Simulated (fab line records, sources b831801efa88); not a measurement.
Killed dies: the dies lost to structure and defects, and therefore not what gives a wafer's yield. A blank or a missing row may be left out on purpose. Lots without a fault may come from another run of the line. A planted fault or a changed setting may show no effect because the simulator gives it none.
Chamber matching :: flow gf180mcu :: cmp-02 running GF_V1_CMP_04: 4 sister chambers
The step polishes SiO2. 8 wafers are shown with their chamber, then 9 later ones without.

== WAFERS PAIRED WITH THEIR CHAMBERS ==
wafer: L774.1
chamber: 2
motor current A (A): 15.1

wafer: L777.1
chamber: 2
motor current A (A): 14.4

wafer: L777.5
chamber: 3
motor current A (A): 12.4

wafer: L778.6
chamber: 0
motor current A (A): 12.3

wafer: L779.6
chamber: 0
motor current A (A): 12.5

wafer: L780.3
chamber: 1
motor current A (A): 10.5

wafer: L780.4
chamber: 3
motor current A (A): 11.6

wafer: L780.5
chamber: 1
motor current A (A): 11.1

== WAFERS MISSING THEIR CHAMBER ==
wafer: L781.2
motor current A (A): 13.3

wafer: L781.3
motor current A (A): 14.4

wafer: L781.4
motor current A (A): 10.7

wafer: L783.2
motor current A (A): 15.2

wafer: L783.4
motor current A (A): 12.2

wafer: L783.5
motor current A (A): 15.5

wafer: L792.1
motor current A (A): 13.0

wafer: L792.2
motor current A (A): 10.2

wafer: L792.4
motor current A (A): 12.6

== THE CHAMBER EACH PASSED THROUGH ==
wafer: L781.2
from the rows above: can't be placed: 0 or 3 or 2
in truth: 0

wafer: L781.3
from the rows above: 2
in truth: 2

wafer: L781.4
from the rows above: 1
in truth: 1

wafer: L783.2
from the rows above: 2
in truth: 2

wafer: L783.4
from the rows above: can't be placed: 3 or 0
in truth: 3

wafer: L783.5
from the rows above: 2
in truth: 2

wafer: L792.1
from the rows above: can't be placed: 0 or 3
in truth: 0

wafer: L792.2
from the rows above: 1
in truth: 1

wafer: L792.4
from the rows above: can't be placed: 0 or 3
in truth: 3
Placed correctly: 5 of 9. From these rows, 4 cannot be placed; in 4 the true chamber is one of the candidates. Placed wrongly: 0.
How it was worked out, from the rows above alone: a wafer's distance from a chamber is the root of the sum, over the readings, of the square of ((its reading less the chamber's mean) divided by the reading's scatter). If the next closest chamber is less than 2 further off than the closest, the wafer can't be placed; otherwise it belongs to the closest. For every chamber, the mean is computed from those of its wafers that are shown. The scatter is the square root of a quotient: the sum, over the shown wafers, of each reading's squared deviation from its chamber's mean, divided by wafers minus chambers.
